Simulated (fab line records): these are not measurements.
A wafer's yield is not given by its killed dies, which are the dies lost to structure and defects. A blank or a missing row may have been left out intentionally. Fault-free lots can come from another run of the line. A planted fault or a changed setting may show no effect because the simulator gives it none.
2 desks, one fault || flow gf180mcu || only its own numbers are on each desk; what lay behind them is given at the end

AT THE METROLOGY DESK
Means of the sampled wafers that have a number, per lot and without regard to the tool the lot ran on: this is what the gauges read. Any lot whose mean is over 4 standard deviations away from the usual mean is out of limits and marked OUT; that distance is given in the brackets.
Columns: A = VT_IMPLANT_03_OVL at GF_VT_IMPLANT_OVL_MEAS_40, usual -1.6 nm; B = POLY_GATE_OXIDATION_THK at GF_POLY_GATE_THK_MEAS_17, usual 4.02 nm
{"lot": "L977", "first seen here": "day 7 16:17", "A": -0.7, "B": 3.94}
{"lot": "L978", "first seen here": "day 7 21:29", "A": -1.6, "B": 3.98}
{"lot": "L979", "first seen here": "day 8 03:44", "A": -1.3, "B": 4.00}
{"lot": "L980", "first seen here": "day 8 09:17", "A": -3.6, "B": 3.99}
{"lot": "L981", "first seen here": "day 8 14:17", "A": -3.8, "B": 4.01}
{"lot": "L983", "first seen here": "day 9 02:25", "A": -1.3, "B": 4.05}
{"lot": "L990", "first seen here": "day 11 05:27", "A": -2.1, "B": "-"}
{"lot": "L991", "first seen here": "day 11 12:21", "A": -1.9, "B": 4.08}
{"lot": "L992", "first seen here": "day 11 17:23", "A": -2.1, "B": "-"}
{"lot": "L993", "first seen here": "day 12 01:57", "A": -3.6, "B": 3.98}
{"lot": "L994", "first seen here": "day 12 09:16", "A": 0.3, "B": 4.06}
{"lot": "L995", "first seen here": "day 12 15:59", "A": -2.7, "B": 3.93}
{"lot": "L998", "first seen here": "day 13 11:40", "A": -2.0, "B": 4.08}
{"lot": "L999", "first seen here": "day 13 19:51", "A": -3.0, "B": 4.11}
Finding of this desk: none of the 14 lots has anything out of limits.

THE TOOL OWNER'S DESK: wet_bench-01
The tool's own readings at GF_DUAL_GATE_WET_ETCH_12 (etches SiO2 in dHF, target depth 13 nm, time 260 s): means of the sampled wafers that have a number, for each lot that ran on this tool. Any lot whose mean is over 4 standard deviations away from the usual mean is out of limits and marked OUT; that distance is given in the brackets.
Columns: A = run_length_s at GF_DUAL_GATE_WET_ETCH_12, usual 287 s; B = temp_c at GF_DUAL_GATE_WET_ETCH_12, usual 25.00 C
{"lot": "L990", "first seen here": "day 12 03:26", "A": "55 (-72) OUT", "B": 25.08}
{"lot": "L992", "first seen here": "day 12 15:22", "A": "53 (-73) OUT", "B": 24.99}
This desk's verdict: out of limits on L990, L992, starting with L990 at day 12 03:26 (run_length_s at GF_DUAL_GATE_WET_ETCH_12). In limits: none.

PUT TOGETHER
At day 12 03:26, on L990, L992, the tool owner's desk was in a position to raise an alarm.
Metrology desk: nothing out of limits seen.
The metrology desk holds a record of L990, L992, inside its limits.
Every lot named ran GF_DUAL_GATE_WET_ETCH_12 on wet_bench-01.

WHAT HAD BEEN PUT IN BY THE SIMULATOR
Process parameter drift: wet_bench-01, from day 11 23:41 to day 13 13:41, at GF_DUAL_GATE_WET_ETCH_12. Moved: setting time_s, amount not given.
Struck lots among those shown: L990, L992.
Hours from the fault's start to each desk's first reading out of limits: the tool owner's desk, 4.
